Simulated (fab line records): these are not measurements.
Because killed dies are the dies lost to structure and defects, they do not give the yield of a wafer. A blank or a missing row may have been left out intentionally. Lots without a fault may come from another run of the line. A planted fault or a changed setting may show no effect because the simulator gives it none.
fab line records	flow sky130
[record] lots = 13	wafers = 39	lastDay = 50
route steps=708 shown FIELD_ISO@16 VIA4@656 PASSIVATION@681 PAD_OPEN@708
lots untouched by any fault: they come from a run of this same line in which no faults occurred
startH: start of the lot's first displayed wafer, in hours after the record's first day	waitH: time in hours since the lot's previous step	" as in the row above	L1.1+2: several wafers, shown together as one row	- no value, or no start was given	* or withheld: withheld	< > ~ a bound
route shown NAME@n: names a module that has steps shown in the file, with the first one's number in the route	usual: mean and standard deviation over wafers with no fault	same: alike in all rows	chamber/n: place in a boat	sites: the reading at each site	_std_site: standard deviation across them	_edge_site: mean of outer sites minus mean of inner sites	radiusMm: for every site, how far away it sits from the centre of the wafer	mask NAME#n: copy n	behind: the last tool/chamber to shape the wafer	hold: what put the lot on hold/how long, in hours/how the hold closed	device: transistor that didn't switch, given as n, p or np	end of line: tests run on the same wafers once the route is complete	a step given without rows: its recipe and nothing more	killed: the dies lost at the first sort to structure and to defects; this is not the yield of the wafer	map: a wafer's dies, marking killed ones x, the rest . and places with no die _
set.NAME: setting as actually run; set.NAME@STEP: the setting as run at that earlier step	model.NAME: the simulator's own value behind a step, which no gauge read
a sample of lots followed through the steps of the route, with each step as a table and each wafer as a row
services: a tool's chamber out of use, with start hour (startH, from the record's first day; less than 0 if before it), hours out, and reason
[[steps]]
[step SKY_FIELD_ISO_ETCH_15]
[recipe] chemistry = CHF3/O2	targetDepthNm = 180	stopOn = Si	sourceW = 600	biasW = 200	pressureMtorr = 40	chf3FlowSccm = 50	O2_flow_sccm = 5	timeS = 72
[usual] drypumpMotorCurrentA = 5.7/0.35	oesProductAu = 0.945/0.0059	throttleValvePct = 8.844/0.0093
lot.wafer	tool	chamber	startH	waitH	drypumpMotorCurrentA	oesProductAu	rfHoursCounterH	throttleValvePct
L291.3	rieDiel-01	2	36.49	0.0	5.5	0.952	32	8.855
L291.4	"	1	"	"	5.6	0.955	72	8.843
L291.5	"	0	"	"	5.6	0.946	-	8.839
L292.1	rieDiel-01	0	40.69	0.0	5.6	0.940	83	8.828
L292.2	"	3	"	"	5.5	0.947	155	8.840
L292.6	"	0	"	"	5.6	0.942	-	8.857
L293.1	rieDiel-01	0	44.34	0.0	5.6	0.951	83	8.850
L293.2	"	1	"	"	5.6	0.940	73	8.830
L293.4	"	1	"	"	5.6	0.945	-	8.843
L294.1	rieDiel-02	1	49.84	0.0	5.5	0.939	6	8.848
L294.5	"	0	"	"	6.6	0.944	-	8.825
L294.6	"	1	"	"	5.5	0.951	-	8.856
L295.2	rieDiel-02	3	54.14	0.0	5.8	0.939	5	8.828
L295.3	"	2	"	"	5.6	0.929	139	8.855
L295.4	"	0	"	"	6.6	0.936	63	8.832
L296.1	rieDiel-01	1	59.39	0.0	5.6	0.947	73	8.853
L296.2	"	3	"	"	5.6	0.943	155	8.846
L296.5	"	2	"	"	5.5	0.930	-	8.859
L297.1	rieDiel-01	0	64.19	0.0	5.6	0.946	84	8.847
L297.3	"	3	"	"	5.6	0.946	155	8.843
L297.4	"	1	"	"	5.6	0.939	73	8.845
L299.2	rieDiel-03	2	76.83	0.0	5.8	0.932	38	8.846
L299.3	"	1	"	"	6.2	0.933	168	8.842
L299.4	"	3	"	"	5.3	0.941	24	8.842
L301.2	rieDiel-02	3	86.30	0.0	5.7	0.941	6	8.839
L301.4	"	2	"	"	5.6	0.952	140	8.835
L301.5	"	3	"	"	5.7	0.946	-	8.851
L307.4	rieDiel-02	0	117.63	0.0	6.6	0.937	64	8.837
L307.5	"	1	"	"	5.5	0.949	-	8.853
L307.6	"	0	"	"	6.6	0.954	-	8.839
L308.1	rieDiel-03	2	124.23	0.0	5.8	0.936	40	8.833
L308.4	"	3	"	"	5.3	0.942	25	8.838
L308.6	"	0	"	"	5.2	0.936	-	8.825
L309.2	rieDiel-03	3	126.99	0.0	5.3	0.952	25	8.849
L309.3	"	0	"	"	5.3	0.947	31	8.859
L309.5	"	2	"	"	5.8	0.944	-	8.852
L310.1	rieDiel-02	2	132.58	0.0	5.6	0.949	141	8.829
L310.2	"	0	"	"	6.6	0.942	65	8.846
L310.5	"	3	"	"	5.7	0.939	-	8.853
[step SKY_VIA4_SPUTTER_17]
[recipe] material = TiN	targetThkNm = 20	chamberPressurePa = 5	powerW = 4000	timeS = 80
[usual] throttleValvePct = 29.7/1
lot.wafer	tool	chamber	startH	waitH	throttleValvePct
L291.3	pvdSputter-01	-	1018.06	0.0	28.9
L291.4	"	-	"	"	30.5
L291.5	"	-	"	"	29.5
L292.1	pvdSputter-01	-	1022.44	0.0	30.7
L292.2	"	-	"	"	29.6
L292.6	"	-	"	"	30.9
L293.1	pvdSputter-01	-	1030.88	0.0	29.4
L293.2	"	-	"	"	30.7
L293.4	"	-	"	"	28.9
L294.1	pvdSputter-02	-	1037.74	0.0	30.5
L294.5	"	-	"	"	29.3
L294.6	"	-	"	"	27.5
L295.2	pvdSputter-04	-	1040.99	0.0	29.3
L295.3	"	-	"	"	30.4
L295.4	"	-	"	"	31.2
L296.1	pvdSputter-01	-	1050.00	0.0	29.1
L296.2	"	-	"	"	31.1
L296.5	"	-	"	"	28.9
L297.1	pvdSputter-02	-	1053.73	0.0	30.6
L297.3	"	-	"	"	29.8
L297.4	"	-	"	"	29.5
L299.2	pvdSputter-02	-	1071.55	0.0	27.3
L299.3	"	-	"	"	29.4
L299.4	"	-	"	"	29.9
L301.2	pvdSputter-04	-	1079.68	0.0	30.5
L301.4	"	-	"	"	30.2
L301.5	"	-	"	"	30.3
L307.4	pvdSputter-02	-	1116.81	0.0	30.0
L307.5	"	-	"	"	29.9
L307.6	"	-	"	"	30.6
L308.1	pvdSputter-04	-	1120.63	0.0	31.1
L308.4	"	-	"	"	29.3
L308.6	"	-	"	"	31.1
L309.2	pvdSputter-02	-	1124.59	0.0	27.6
L309.3	"	-	"	"	29.2
L309.5	"	-	"	"	30.0
L310.1	pvdSputter-04	-	1132.60	0.0	30.7
L310.2	"	-	"	"	28.9
L310.5	"	-	"	"	30.3
[step SKY_PASSIVATION_CVD_00]
[recipe] material = SiO2	targetThkNm = 90	tempC = 400	timeS = withheld	rfW = 600
[usual] heaterPowerW = 647/89
lot.wafer	tool	chamber	startH	waitH	heaterPowerW
L291.3	pecvd-03	0	1042.44	0.0	524
L291.4	"	2	"	"	776
L291.5	"	1	"	"	631
L292.1	pecvd-01	2	1047.78	0.0	606
L292.2	"	1	"	"	505
L292.6	"	2	"	"	594
L293.1	pecvd-03	2	1054.28	0.0	760
L293.2	"	1	"	"	604
L293.4	"	2	"	"	780
L294.1	pecvd-03	1	1061.38	0.0	629
L294.5	"	1	"	"	634
L294.6	"	2	"	"	753
L295.2	pecvd-04	1	1064.62	0.0	666
L295.3	"	0	"	"	652
L295.4	"	2	"	"	690
L296.1	pecvd-04	1	1073.48	0.0	652
L296.2	"	0	"	"	704
L296.5	"	1	"	"	669
L297.1	pecvd-01	2	1077.02	0.0	590
L297.3	"	1	"	"	564
L297.4	"	1	"	"	578
L299.2	pecvd-04	0	1094.48	0.0	717
L299.3	"	2	"	"	626
L299.4	"	2	"	"	641
L301.2	pecvd-03	2	1102.54	0.0	650
L301.4	"	1	"	"	558
L301.5	"	2	"	"	686
L307.4	pecvd-03	1	1138.44	0.0	568
L307.5	"	0	"	"	593
L307.6	"	2	"	"	754
L308.1	pecvd-04	1	1142.04	0.0	624
L308.4	"	1	"	"	634
L308.6	"	0	"	"	718
L309.2	pecvd-04	2	1144.94	0.0	654
L309.3	"	1	"	"	595
L309.5	"	2	"	"	654
L310.1	pecvd-01	0	1152.02	0.0	777
L310.2	"	2	"	"	616
L310.5	"	0	"	"	770
[step SKY_PASSIVATION_STRIP_12]
[recipe] chemistry = O2/N2	powerW = 1400	pressureMtorr = 1500	platenTempC = withheld	overashFraction = 0.7	o2FlowSccm = 3000	n2FlowSccm = 300
[usual] drypumpMotorCurrentA = 5.4/0.47	oesProductAu = 0.661/0.0044	stripTimeToEndpointS = 31.47/0.17
lot.wafer	tool	chamber	startH	waitH	drypumpMotorCurrentA	oesProductAu	rfHoursCounterH	stripTimeToEndpointS
L291.3	plasmaAsher-04	1	1064.33	0.1	5.4	0.659	-	31.37
L291.4	"	0	"	"	5.0	0.665	-	31.44
L291.5	"	1	"	"	5.4	0.656	-	31.38
L292.1	plasmaAsher-04	0	1070.47	0.1	5.0	0.655	64	31.61
L292.2	"	1	"	"	5.5	0.661	64	31.69
L292.6	"	0	"	"	5.0	0.662	-	31.55
L293.1	plasmaAsher-02	1	1076.44	0.1	5.5	0.659	33	31.37
L293.2	"	0	"	"	6.4	0.664	33	31.30
L293.4	"	0	"	"	6.4	0.669	-	31.37
L294.1	plasmaAsher-04	1	1082.84	0.1	5.4	0.663	65	31.53
L294.5	"	1	"	"	5.4	0.666	-	31.60
L294.6	"	0	"	"	5.0	0.658	-	31.50
L295.2	plasmaAsher-01	1	1086.44	0.1	5.5	0.662	95	31.62
L295.3	"	1	"	"	5.5	0.656	-	31.73
L295.4	"	0	"	"	4.9	0.670	-	31.68
L296.1	plasmaAsher-01	1	1095.02	0.1	5.6	0.658	96	31.30
L296.2	"	0	"	"	4.9	0.660	96	31.55
L296.5	"	1	"	"	5.5	0.667	-	31.43
L297.1	plasmaAsher-02	1	1098.32	0.1	5.5	0.663	35	31.35
L297.3	"	0	"	"	6.4	0.659	-	31.31
L297.4	"	1	"	"	5.5	0.653	-	31.41
L299.2	plasmaAsher-04	1	1115.02	0.1	5.4	0.652	68	31.25
L299.3	"	0	"	"	5.0	0.658	-	31.39
L299.4	"	1	"	"	5.4	0.660	-	31.34
L301.2	plasmaAsher-01	1	1121.77	0.1	5.6	0.668	99	31.34
L301.4	"	0	"	"	4.9	0.666	-	31.20
L301.5	"	0	"	"	4.9	0.658	-	31.06
L307.4	plasmaAsher-04	0	1157.12	0.0	5.0	0.666	-	31.32
L307.5	"	1	"	"	5.5	0.657	-	31.50
L307.6	"	0	"	"	5.0	0.656	-	31.62
L308.1	plasmaAsher-04	0	1160.24	0.1	5.0	0.655	72	31.11
L308.4	"	1	"	"	5.4	0.662	-	31.49
L308.6	"	0	"	"	5.0	0.659	-	31.09
L309.2	plasmaAsher-01	1	1162.99	0.1	5.6	0.670	103	31.32
L309.3	"	1	"	"	5.6	0.659	-	31.47
L309.5	"	0	"	"	4.9	0.659	-	31.21
L310.1	plasmaAsher-02	0	1169.77	0.1	6.4	0.659	42	31.57
L310.2	"	1	"	"	5.5	0.652	42	31.54
L310.5	"	1	"	"	5.5	0.662	-	31.46
[step SKY_PAD_OPEN_PROBE_99]
[usual] killed_at_M0_to_M3 = 42/7.2	killed_at_M4_up = 3.4/2.1	killedAtContacts = 24/5.4	killedAtFrontEnd = 15/4	killedAtOther = 0.3/0.53	killedDies = 85/8.8	killedOnRim = 16/3.5	killedOpen = 47/6.7	killedShort = 38/6.5
[same] grossDies = 492	killedAtBackSide = 0
lot.wafer	tool	chamber	startH	waitH	killed_at_M0_to_M3	killed_at_M4_up	killedAtContacts	killedAtFrontEnd	killedAtOther	killedDies	killedOnRim	killedOpen	killedShort
L297.1	prober-01	-	1120.81	0.1	39	3	29	14	0	85	18	38	47
L297.3	prober-01	-	1120.91	0.2	40	5	29	15	0	89	16	50	39
L297.4	prober-01	-	1120.96	0.2	35	5	27	14	0	81	19	39	42
L299.2	prober-01	-	1136.41	0.1	39	2	29	19	0	89	16	48	40
L299.3	prober-01	-	1136.46	0.2	46	5	20	8	1	80	17	39	40
L299.4	prober-01	-	1136.51	0.2	48	5	29	14	0	96	24	57	39
L307.4	prober-01	-	1176.63	0.2	33	13	26	43	1	116	29	43	40
L307.5	prober-01	-	1176.68	0.2	38	2	15	15	0	70	12	29	41
L307.6	prober-01	-	1176.73	0.2	37	3	23	43	0	106	30	45	32
L310.1	prober-01	-	1187.85	0.1	32	1	22	11	0	66	13	45	21
L310.2	prober-01	-	1187.90	0.1	34	2	29	43	0	108	25	40	42
L310.5	prober-01	-	1188.05	0.2	41	4	16	11	0	72	12	40	32
// killed by level:class
L297.1 CONTACT:geometricParticle:open=12 LI_CONTACT:geometricParticle:open=9 VIA3:geometricParticle:short=7 VIA1:geometricParticle:short=7 FIELD_ISO:geometricParticle:short=6 CONTACT:geometricParticle:short=5 METAL1:geometricParticle:short=4 METAL2:geometricParticle:short=4
L297.3 VIA1:geometricParticle:open=12 CONTACT:geometricParticle:open=11 LOCAL_INTERCONNECT:geometricParticle:short=7 LI_CONTACT:geometricParticle:open=5 CONTACT:geometricParticle:short=5 METAL1:geometricParticle:short=5 VIA2:geometricParticle:open=5 METAL2:geometricParticle:short=4
L297.4 CONTACT:geometricParticle:open=10 VIA1:geometricParticle:short=9 VIA1:geometricParticle:open=7 LOCAL_INTERCONNECT:geometricParticle:short=6 VIA2:geometricParticle:open=5 METAL2:geometricParticle:short=5 POLY_GATE:geometricParticle:open=4 LI_CONTACT:geometricParticle:open=4
L299.2 VIA1:geometricParticle:open=13 CONTACT:geometricParticle:open=9 CONTACT:geometricParticle:short=8 LI_CONTACT:geometricParticle:open=7 VIA3:geometricParticle:open=6 POLY_GATE:geometricParticle:short=5 VIA1:geometricParticle:short=5 VIA2:geometricParticle:open=5
L299.3 METAL1:geometricParticle:short=11 CONTACT:geometricParticle:open=9 METAL2:geometricParticle:short=8 VIA1:geometricParticle:open=7 LI_CONTACT:geometricParticle:open=7 METAL4:geometricParticle:short=5 LI_CONTACT:geometricParticle:short=4 VIA3:geometricParticle:open=4
L299.4 CONTACT:geometricParticle:open=17 VIA1:geometricParticle:open=11 METAL3:geometricParticle:short=6 LI_CONTACT:geometricParticle:open=5 METAL2:geometricParticle:short=5 VIA3:geometricParticle:open=5 VIA2:geometricParticle:open=4 SPACER:geometricParticle:short=4
L307.4 FIELD_ISO:unspecified=33 VIA1:geometricParticle:open=10 METAL4:geometricParticle:short=8 CONTACT:geometricParticle:open=8 LI_CONTACT:geometricParticle:open=6 METAL2:geometricParticle:short=6 VIA2:geometricParticle:open=6 LOCAL_INTERCONNECT:geometricParticle:short=5
L307.5 VIA3:geometricParticle:short=8 FIELD_ISO:geometricParticle:short=7 VIA1:geometricParticle:open=7 CONTACT:geometricParticle:short=5 VIA3:geometricParticle:open=5 POLY_GATE:geometricParticle:short=4 METAL1:geometricParticle:short=4 VIA2:geometricParticle:open=4
L307.6 FIELD_ISO:unspecified=27 VIA1:geometricParticle:open=12 CONTACT:geometricParticle:open=9 LI_CONTACT:geometricParticle:open=7 FIELD_ISO:geometricParticle:short=6 VIA2:geometricParticle:open=6 LOCAL_INTERCONNECT:geometricParticle:short=4 VIA3:geometricParticle:short=4
L310.1 CONTACT:geometricParticle:open=13 VIA1:geometricParticle:open=11 VIA2:geometricParticle:open=8 POLY_GATE:geometricParticle:short=4 LI_CONTACT:geometricParticle:open=4 METAL2:geometricParticle:short=4 CONTACT:geometricParticle:short=3 METAL1:geometricParticle:short=2
L310.2 FIELD_ISO:unspecified=26 CONTACT:geometricParticle:open=11 CONTACT:geometricParticle:short=7 VIA1:geometricParticle:open=7 METAL2:geometricParticle:short=7 METAL1:geometricParticle:short=5 VIA2:geometricParticle:short=5 FIELD_ISO:geometricParticle:short=4
L310.5 VIA1:geometricParticle:open=9 CONTACT:geometricParticle:open=6 METAL2:geometricParticle:short=5 VIA2:geometricParticle:open=5 VIA3:geometricParticle:open=5 FIELD_ISO:geometricParticle:short=4 LI_CONTACT:geometricParticle:open=4 METAL1:geometricParticle:short=4
[[services]]
tool	chamber	startH	hours	kind
pvdSputter-02	-	19.22	2.8	repair
rieDiel-02	-	33.11	15.6	pm
pecvd-04	-	36.68	0.5	repair
rieDiel-01	2	37.46	3.9	repair
pecvd-03	1	40.63	3.6	repair
rieDiel-01	3	41.10	16.2	repair
rieDiel-02	-	50.87	0.2	repair
rieDiel-02	1	58.18	8.8	repair
rieDiel-02	-	58.69	2.8	pm
rieDiel-01	-	74.11	14.6	pm
pecvd-04	2	107.51	18.1	repair
rieDiel-02	1	129.08	4.7	repair
pecvd-04	-	162.25	0.7	repair
plasmaAsher-04	-	175.02	4.3	repair
pecvd-04	-	185.09	14.6	pm
plasmaAsher-04	-	187.30	2.8	pm
rieDiel-01	3	217.56	9.0	repair
pecvd-04	0	270.48	5.4	repair
rieDiel-01	-	282.31	2.8	pm
plasmaAsher-04	-	421.25	9.0	pm
plasmaAsher-04	-	470.73	14.6	pm
plasmaAsher-04	-	611.55	4.1	repair
plasmaAsher-04	-	693.43	3.3	repair
plasmaAsher-04	-	955.50	0.5	repair
[[key]]
[firstSign] step = SKY_PAD_OPEN_PROBE_99	reading = killedAtFrontEnd	direction = up	sigmas = 7.1	usual = 15	struck = 43
[effect] step = SKY_PAD_OPEN_PROBE_99	reading = killedDies	direction = up	sigmas = 2.8	usual = 85	struck = 110
metAt SKY_FIELD_ISO_ETCH_15
struckLots L307,L310
struckWafers L307.4,L307.6,L310.2
testerLeftOut L307,L310
notActingAt SKY_VIA4_SPUTTER_17,SKY_PASSIVATION_CVD_00,SKY_PASSIVATION_STRIP_12
onsetBetween 54.14 117.63
[fault] kind = chamberParticleSource	tool = rieDiel-02	chamber = 0	onsetH = 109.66	steps = SKY_FIELD_ISO_ETCH_15	ratePerVisitCm2 = 0.5069	endH = 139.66
// testerLeftOut: of these lots the tester's yield and bins aren't shown, on N5 and GAA mostly nor the transistor test; their killed dies are dies lost to structure and defects alone, not to doping, threshold or leakage, so they don't give the yield
